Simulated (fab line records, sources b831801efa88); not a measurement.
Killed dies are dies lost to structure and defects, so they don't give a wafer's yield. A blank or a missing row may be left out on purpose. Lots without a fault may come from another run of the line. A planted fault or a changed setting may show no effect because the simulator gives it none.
Tool commonality check | flow sky130 | 12 lots, 36 wafers sampled

WHY IT WAS OPENED
At SKY_LDD_LDN_TW_MEAS_13 the reading LDD_LDN_TW is flagged on 3 of 12 lots. Wafers without a fault read 1487, standard deviation 12.
Rule: a lot is flagged when every wafer of it that has a number lies more than 4 standard deviations from that mean, or none has a number. The other lots count as sound.

lot  | measured     | on            | LDD_LDN_TW, wafer by wafer | flag
L213 | day 22 22:19 | film_metro-02 | 1496 1495 1502             |
L214 | day 23 10:11 | film_metro-01 | 1475 1467 1467             |
L215 | day 23 20:57 | film_metro-01 | 1472 1471 1476             |
L216 | day 24 05:48 | film_metro-04 | 1480 1484 1487             |
L217 | day 24 18:30 | film_metro-01 | 1480 1469 1475             |
L219 | day 25 07:41 | film_metro-04 | 1474 1478 1480             |
L227 | day 28 08:51 | film_metro-04 | 1489 1479 1480             |
L228 | day 28 18:40 | film_metro-01 | 1378 1366 1370             | FLAGGED
L230 | day 29 00:33 | film_metro-02 | 1395 1389 1380             | FLAGGED
L231 | day 29 11:22 | film_metro-04 | 1491 1485 1489             |
L232 | day 29 16:48 | film_metro-02 | 1392 1387 1384             | FLAGGED
L236 | day 30 20:19 | film_metro-04 | 1488 1477 1478             |
The numbers of the flagged lots are 1382 on average: -105 against the usual, or -9 standard deviations.

WHICH TOOL RAN EACH LOT
The record holds 2 process steps before the reading, out of a route of 708 steps. In each cell: the tool, then ch and the chambers that the sampled wafers went through, then the start.
lot  | flag    | SKY_POLY_GATE_ETCH_17            | SKY_LDD_LDN_IMPLANT_10
L213 |         | rie_si-02 ch 0,2,3, day 16 11:01 | implanter-02 ch 0, day 22 21:55
L214 |         | rie_si-01 ch 2,3, day 16 22:01   | implanter-03 ch 0, day 23 09:46
L215 |         | rie_si-02 ch 0,1,3, day 17 06:13 | implanter-02 ch 0, day 23 20:33
L216 |         | rie_si-01 ch 0,3, day 17 16:28   | implanter-01 ch 0, day 24 05:24
L217 |         | rie_si-01 ch 0,1,2, day 18 07:13 | implanter-02 ch 0, day 24 18:08
L219 |         | rie_si-01 ch 0,2,3, day 18 20:25 | implanter-02 ch 0, day 25 07:18
L227 |         | rie_si-02 ch 0,2,3, day 22 01:45 | implanter-02 ch 0, day 28 08:27
L228 | FLAGGED | rie_si-02 ch 1,3, day 22 12:49   | implanter-02 ch 0, day 28 18:17
L230 | FLAGGED | rie_si-01 ch 0,3, day 22 19:16   | implanter-02 ch 0, day 29 00:09
L231 |         | rie_si-02 ch 1,2,3, day 23 06:49 | implanter-03 ch 0, day 29 10:58
L232 | FLAGGED | rie_si-01 ch 0,1,3, day 23 12:21 | implanter-02 ch 0, day 29 16:26
L236 |         | rie_si-02 ch 0,2, day 24 15:40   | implanter-03 ch 0, day 30 19:55
What these steps do:
- SKY_POLY_GATE_ETCH_17: etches poly-Si in HBr/Cl2, stops on SiO2, target depth 180 nm, time 70.5 s.
- SKY_LDD_LDN_IMPLANT_10
- SKY_LDD_LDN_TW_MEAS_13

FLAGGED OVER TOTAL, TOOL BY TOOL (the gauges that took the reading come last)
step                   | tool          | lots run | flagged | share of the flagged lots | sound lots run after its first flagged lot
SKY_POLY_GATE_ETCH_17  | rie_si-01     | 6        | 2       | some                      | 0
SKY_POLY_GATE_ETCH_17  | rie_si-02     | 6        | 1       | some                      | 2 (L231,L236)
SKY_LDD_LDN_IMPLANT_10 | implanter-01  | 1        | 0       | none                      | -
SKY_LDD_LDN_IMPLANT_10 | implanter-02  | 8        | 3       | all                       | 0
SKY_LDD_LDN_IMPLANT_10 | implanter-03  | 3        | 0       | none                      | -
SKY_LDD_LDN_TW_MEAS_13 | film_metro-01 | 4        | 1       | some                      | 0
SKY_LDD_LDN_TW_MEAS_13 | film_metro-02 | 3        | 2       | some                      | 0
SKY_LDD_LDN_TW_MEAS_13 | film_metro-04 | 5        | 0       | none                      | -

WHAT THE TABLE ALLOWS
1 row of the table ran every flagged lot: implanter-02 at SKY_LDD_LDN_IMPLANT_10.
- implanter-02 at SKY_LDD_LDN_IMPLANT_10: 3 of its 8 lots flagged. Its last sound lot is L227 (day 28 08:27), its first flagged lot L228 (day 28 18:17): a fault that began between those two fits. Its own readings lie more than 4 standard deviations out on every wafer of the flagged lots: dose_ions_cm2, faraday_current_uA.
One tool is left: implanter-02 at SKY_LDD_LDN_IMPLANT_10.

WHAT THE SIMULATOR HAD PUT IN
Process parameter drift: implanter-02, from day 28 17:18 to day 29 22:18, at SKY_LDD_LDN_IMPLANT_10. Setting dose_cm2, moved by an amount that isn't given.
Lots struck among those shown: L228, L230, L232. The rule above found the same.
